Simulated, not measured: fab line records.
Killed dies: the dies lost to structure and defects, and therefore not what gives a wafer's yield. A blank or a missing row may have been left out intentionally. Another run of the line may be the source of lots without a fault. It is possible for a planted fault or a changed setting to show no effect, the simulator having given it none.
Which of the tools did it? :: flow gf180mcu :: Sampling: 12 lots, 36 wafers, 6 of 602 route steps

== WHAT EACH GAUGE READ, for each wafer ==
GF_MVPSD_TW_MEAS_11. Usual: for MVPSD_TW the level is 556 and the standard deviation is 3.1.
lot: L591
measured: day 5 07:31
on: film_metro-02
MVPSD_TW: 552 554 554
flag: 

lot: L593
measured: day 5 13:44
on: film_metro-04
MVPSD_TW: 558 554 554
flag: 

lot: L594
measured: day 5 19:25
on: film_metro-04
MVPSD_TW: 559 555 555
flag: 

lot: L597
measured: day 6 20:22
on: film_metro-02
MVPSD_TW: 555 555 556
flag: 

lot: L598
measured: day 6 22:05
on: film_metro-04
MVPSD_TW: 550 551 552
flag: 

lot: L602
measured: day 7 21:28
on: film_metro-02
MVPSD_TW: 610 609 612
flag: OFF

lot: L604
measured: day 8 06:46
on: film_metro-04
MVPSD_TW: 613 609 612
flag: OFF

lot: L605
measured: day 8 12:29
on: film_metro-01
MVPSD_TW: 561 561 562
flag: 

lot: L608
measured: day 9 09:49
on: film_metro-01
MVPSD_TW: 556 559 555
flag: 

lot: L609
measured: day 9 10:14
on: film_metro-02
MVPSD_TW: 556 551 552
flag: 

lot: L612
measured: day 10 08:55
on: film_metro-04
MVPSD_TW: 557 557 556
flag: 

lot: L613
measured: day 10 13:36
on: film_metro-01
MVPSD_TW: 556 561 553
flag: 

GF_VT_IMPLANT_RS_MEAS_49: measurement is done with a four-point probe. Usual: for MVPSD_RS the level is 1168 ohm/sq and the standard deviation is 3.2.
lot: L591
measured: day 7 21:30
on: film_metro-04
MVPSD_RS (ohm/sq): 1165 1165 1162
flag: 

lot: L593
measured: day 8 05:16
on: film_metro-01
MVPSD_RS (ohm/sq): 1163 1165 1160
flag: 

lot: L594
measured: day 8 10:55
on: film_metro-01
MVPSD_RS (ohm/sq): 1165 1168 1166
flag: 

lot: L597
measured: day 9 14:26
on: film_metro-02
MVPSD_RS (ohm/sq): 1165 1165 1165
flag: 

lot: L598
measured: day 9 16:32
on: film_metro-01
MVPSD_RS (ohm/sq): 1167 1169 1166
flag: 

lot: L602
measured: day 10 20:11
on: film_metro-04
MVPSD_RS (ohm/sq): 1364 1365 1365
flag: OFF

lot: L604
measured: day 11 06:20
on: film_metro-02
MVPSD_RS (ohm/sq): 1362 1361 1365
flag: OFF

lot: L605
measured: day 11 12:53
on: film_metro-01
MVPSD_RS (ohm/sq): 1165 1167 1165
flag: 

lot: L608
measured: day 12 12:48
on: film_metro-02
MVPSD_RS (ohm/sq): 1173 1173 1173
flag: 

lot: L609
measured: day 12 13:28
on: film_metro-01
MVPSD_RS (ohm/sq): 1169 1169 1169
flag: 

lot: L612
measured: day 13 14:41
on: film_metro-02
MVPSD_RS (ohm/sq): 1172 1172 1172
flag: 

lot: L613
measured: day 13 19:17
on: film_metro-04
MVPSD_RS (ohm/sq): 1171 1171 1168
flag: 

GF_HV_LDD_CD_MEAS_07 targets a cd of 400 nm. Usual: 399 nm for cd_nm, sd 3.
lot: L591
measured: day 10 08:54
on: cd_sem-01
cd_nm (nm): 401 401 400
flag: 

lot: L593
measured: day 10 16:22
on: cd_sem-02
cd_nm (nm): 399 398 398
flag: 

lot: L594
measured: day 10 21:28
on: cd_sem-02
cd_nm (nm): 397 397 399
flag: 

lot: L597
measured: day 12 04:58
on: cd_sem-01
cd_nm (nm): 400 403 401
flag: 

lot: L598
measured: day 12 08:04
on: cd_sem-01
cd_nm (nm): 401 401 402
flag: 

lot: L602
measured: day 13 17:50
on: cd_sem-02
cd_nm (nm): 403 403 405
flag: 

lot: L604
measured: day 14 01:08
on: cd_sem-01
cd_nm (nm): 398 397 398
flag: 

lot: L605
measured: day 14 08:26
on: cd_sem-01
cd_nm (nm): 398 400 399
flag: 

lot: L608
measured: day 15 16:17
on: cd_sem-01
cd_nm (nm): 402 403 403
flag: 

lot: L609
measured: day 15 17:12
on: cd_sem-01
cd_nm (nm): 398 400 397
flag: 

lot: L612
measured: day 16 15:22
on: cd_sem-01
cd_nm (nm): 399 399 397
flag: 

lot: L613
measured: day 16 18:11
on: cd_sem-02
cd_nm (nm): 399 402 400
flag: 

GF_HV_LDD_TW_MEAS_50. Usual: for HV_LDD_4_TW the level is 572 and the standard deviation is 3.1.
lot: L591
measured: day 12 19:53
on: film_metro-01
HV_LDD_4_TW: 571 573 574
flag: 

lot: L593
measured: day 13 04:26
on: film_metro-04
HV_LDD_4_TW: 571 568 571
flag: 

lot: L594
measured: day 13 08:56
on: film_metro-01
HV_LDD_4_TW: 573 576 574
flag: 

lot: L597
measured: day 14 18:18
on: film_metro-01
HV_LDD_4_TW: 569 569 571
flag: 

lot: L598
measured: day 14 21:29
on: film_metro-02
HV_LDD_4_TW: 569 571 575
flag: 

lot: L602
measured: day 16 13:02
on: film_metro-01
HV_LDD_4_TW: 577 576 575
flag: 

lot: L604
measured: day 16 20:38
on: film_metro-02
HV_LDD_4_TW: 572 573 572
flag: 

lot: L605
measured: day 17 04:20
on: film_metro-02
HV_LDD_4_TW: 572 568 570
flag: 

lot: L608
measured: day 18 15:45
on: film_metro-04
HV_LDD_4_TW: 569 568 565
flag: 

lot: L609
measured: day 18 16:08
on: film_metro-01
HV_LDD_4_TW: 572 575 577
flag: 

lot: L612
measured: day 19 16:05
on: film_metro-04
HV_LDD_4_TW: 565 566 571
flag: 

lot: L613
measured: day 19 19:25
on: film_metro-02
HV_LDD_4_TW: 569 571 570
flag: 

== WHAT TOOL EACH LOT RAN ON (gives the tool, then ch and the chambers of the sampled wafers, and finally the start) ==
lot: L591
GF_MVPSD_IMPLANT_08: implanter-01 ch 0, day 5 07:08
GF_DUAL_GATE_STRIP_13: plasma_asher-04 ch 0,1, day 8 16:01

lot: L593
GF_MVPSD_IMPLANT_08: implanter-04 ch 0, day 5 13:20
GF_DUAL_GATE_STRIP_13: plasma_asher-04 ch 0,1, day 8 22:58

lot: L594
GF_MVPSD_IMPLANT_08: implanter-04 ch 0, day 5 19:01
GF_DUAL_GATE_STRIP_13: plasma_asher-04 ch 0,1, day 9 05:28

lot: L597
GF_MVPSD_IMPLANT_08: implanter-02 ch 0, day 6 19:59
GF_DUAL_GATE_STRIP_13: plasma_asher-01 ch 0,1, day 10 10:08

lot: L598
GF_MVPSD_IMPLANT_08: implanter-04 ch 0, day 6 21:41
GF_DUAL_GATE_STRIP_13: plasma_asher-01 ch 0,1, day 10 11:49

lot: L602
GF_MVPSD_IMPLANT_08: implanter-04 ch 0, day 7 21:05
GF_DUAL_GATE_STRIP_13: plasma_asher-03 ch 1, day 11 16:49

lot: L604
GF_MVPSD_IMPLANT_08: implanter-04 ch 0, day 8 06:22
GF_DUAL_GATE_STRIP_13: plasma_asher-03 ch 0,1, day 12 03:41

lot: L605
GF_MVPSD_IMPLANT_08: implanter-02 ch 0, day 8 12:07
GF_DUAL_GATE_STRIP_13: plasma_asher-03 ch 0,1, day 12 09:29

lot: L608
GF_MVPSD_IMPLANT_08: implanter-01 ch 0, day 9 09:25
GF_DUAL_GATE_STRIP_13: plasma_asher-03 ch 0,1, day 13 15:41

lot: L609
GF_MVPSD_IMPLANT_08: implanter-02 ch 0, day 9 09:52
GF_DUAL_GATE_STRIP_13: plasma_asher-04 ch 0,1, day 13 16:20

lot: L612
GF_MVPSD_IMPLANT_08: implanter-02 ch 0, day 10 08:31
GF_DUAL_GATE_STRIP_13: plasma_asher-04 ch 0,1, day 14 12:34

lot: L613
GF_MVPSD_IMPLANT_08: implanter-02 ch 0, day 10 13:12
GF_DUAL_GATE_STRIP_13: plasma_asher-03 ch 0,1, day 14 17:42
- GF_MVPSD_IMPLANT_08
- GF_DUAL_GATE_STRIP_13: strips in O2/N2.

== WHAT THE TOOLS THEMSELVES READ (means of the sampled wafers that have a number; where no wafer has one, the mark that the record gives instead) ==
GF_MVPSD_IMPLANT_08. Usual: beam_on_s 9.99 s, standard deviation 0.21; tilt_deg -0.002 degrees, standard deviation 0.022.
lot: L591
tool: implanter-01
beam_on_s (s): 9.98
tilt_deg (degrees): -0.000
flag: 

lot: L593
tool: implanter-04
beam_on_s (s): 10.15
tilt_deg (degrees): 0.024
flag: 

lot: L594
tool: implanter-04
beam_on_s (s): 9.70
tilt_deg (degrees): -0.019
flag: 

lot: L597
tool: implanter-02
beam_on_s (s): 10.22
tilt_deg (degrees): 0.012
flag: 

lot: L598
tool: implanter-04
beam_on_s (s): 10.09
tilt_deg (degrees): -0.040
flag: 

lot: L602
tool: implanter-04
beam_on_s (s): 10.00
tilt_deg (degrees): 4.731
flag: OFF

lot: L604
tool: implanter-04
beam_on_s (s): 9.92
tilt_deg (degrees): 4.732
flag: OFF

lot: L605
tool: implanter-02
beam_on_s (s): 10.15
tilt_deg (degrees): 0.007
flag: 

lot: L608
tool: implanter-01
beam_on_s (s): 9.88
tilt_deg (degrees): -0.025
flag: 

lot: L609
tool: implanter-02
beam_on_s (s): 9.84
tilt_deg (degrees): -0.008
flag: 

lot: L612
tool: implanter-02
beam_on_s (s): 9.94
tilt_deg (degrees): 0.014
flag: 

lot: L613
tool: implanter-02
beam_on_s (s): 10.23
tilt_deg (degrees): -0.003
flag: 

GF_DUAL_GATE_STRIP_13. Usual: drypump_motor_current_A 5.6 A, standard deviation 0.36; heater_power_w 346 W, standard deviation 21; n2_flow_sccm 299.9 sccm, standard deviation 0.9; oes_product_au 0.716 a.u., standard deviation 0.0044; platen_temp_c 249.97 C, standard deviation 0.17; strip_time_to_endpoint_s 12.63 s, standard deviation 0.03.
lot: L591
tool: plasma_asher-04
drypump_motor_current_A (A): 5.7
heater_power_w (W): 339
n2_flow_sccm (sccm): 299.4
oes_product_au (a.u.): 0.716
platen_temp_c (C): 249.94
strip_time_to_endpoint_s (s): 12.65
flag: 

lot: L593
tool: plasma_asher-04
drypump_motor_current_A (A): 5.8
heater_power_w (W): 340
n2_flow_sccm (sccm): 299.8
oes_product_au (a.u.): 0.711
platen_temp_c (C): 249.96
strip_time_to_endpoint_s (s): 12.68
flag: 

lot: L594
tool: plasma_asher-04
drypump_motor_current_A (A): 5.8
heater_power_w (W): 340
n2_flow_sccm (sccm): 300.1
oes_product_au (a.u.): 0.719
platen_temp_c (C): 249.98
strip_time_to_endpoint_s (s): 12.63
flag: 

lot: L597
tool: plasma_asher-01
drypump_motor_current_A (A): 5.2
heater_power_w (W): 335
n2_flow_sccm (sccm): 299.9
oes_product_au (a.u.): 0.720
platen_temp_c (C): 249.99
strip_time_to_endpoint_s (s): 12.65
flag: 

lot: L598
tool: plasma_asher-01
drypump_motor_current_A (A): 5.5
heater_power_w (W): 335
n2_flow_sccm (sccm): 299.7
oes_product_au (a.u.): 0.716
platen_temp_c (C): 250.14
strip_time_to_endpoint_s (s): 12.64
flag: 

lot: L602
tool: plasma_asher-03
drypump_motor_current_A (A): 5.7
heater_power_w (W): 344
n2_flow_sccm (sccm): 298.7
oes_product_au (a.u.): 0.717
platen_temp_c (C): 250.06
strip_time_to_endpoint_s (s): 12.60
flag: 

lot: L604
tool: plasma_asher-03
drypump_motor_current_A (A): 5.6
heater_power_w (W): 373
n2_flow_sccm (sccm): 299.1
oes_product_au (a.u.): 0.715
platen_temp_c (C): 249.96
strip_time_to_endpoint_s (s): 12.61
flag: 

lot: L605
tool: plasma_asher-03
drypump_motor_current_A (A): 5.6
heater_power_w (W): 360
n2_flow_sccm (sccm): 299.4
oes_product_au (a.u.): 0.711
platen_temp_c (C): 250.03
strip_time_to_endpoint_s (s): 12.59
flag: 

lot: L608
tool: plasma_asher-03
drypump_motor_current_A (A): 5.6
heater_power_w (W): 361
n2_flow_sccm (sccm): 299.5
oes_product_au (a.u.): 0.714
platen_temp_c (C): 249.81
strip_time_to_endpoint_s (s): 12.65
flag: 

lot: L609
tool: plasma_asher-04
drypump_motor_current_A (A): 5.7
heater_power_w (W): 332
n2_flow_sccm (sccm): 300.1
oes_product_au (a.u.): 0.719
platen_temp_c (C): 250.06
strip_time_to_endpoint_s (s): 12.68
flag: 

lot: L612
tool: plasma_asher-04
drypump_motor_current_A (A): 5.7
heater_power_w (W): 338
n2_flow_sccm (sccm): 300.6
oes_product_au (a.u.): 0.717
platen_temp_c (C): 249.99
strip_time_to_endpoint_s (s): 12.61
flag: 

lot: L613
tool: plasma_asher-03
drypump_motor_current_A (A): 5.7
heater_power_w (W): 358
n2_flow_sccm (sccm): 300.4
oes_product_au (a.u.): 0.718
platen_temp_c (C): 249.91
strip_time_to_endpoint_s (s): 12.65
flag: 

== THE ANSWER, worked out from the rows above alone ==
Rule: a lot is off if the mean of its wafers that have a number lies more than 3 standard deviations from the usual mean. Also off: a lot with no number at a reading for which 4 or more lots have one. Any other lot the step has rows for is counted as sound. The gauges are gone through in route order, then the tools' own readings, and for those a lot's mean is taken as printed above. At the first step where some lot is off, the reading lying furthest off is the one used; lots without a number count as furthest.
Off: at GF_MVPSD_TW_MEAS_11 (MVPSD_TW), L602, L604.
If a tool, at a process step before that reading, ran all the lots that are off and no sound lot after the first of them, it fits. The gauges at GF_MVPSD_TW_MEAS_11 aren't tried: what is off there is off at GF_MVPSD_IMPLANT_08 too, on other tools, and a gauge's error can't cause that. One fits: implanter-04 at GF_MVPSD_IMPLANT_08. Its last sound lot is L598 (day 6 21:41), its first lot that is off L602 (day 7 21:05): a fault that began between those two fits.
The tool's own readings at GF_MVPSD_IMPLANT_08 bear it out: on the lots that are off they differ by more than 5 times the standard deviation of the sound lots' means. tilt_deg reads 4.732 degrees there against -0.004 degrees on the sound lots.

== WHAT HAD BEEN PUT IN BY THE SIMULATOR ==
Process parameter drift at GF_MVPSD_IMPLANT_08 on implanter-04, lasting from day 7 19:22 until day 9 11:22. The setting tilt_deg was moved by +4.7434, starting from 0. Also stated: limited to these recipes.
Lots struck among those shown: L602, L604. The rule above reached the same finding.
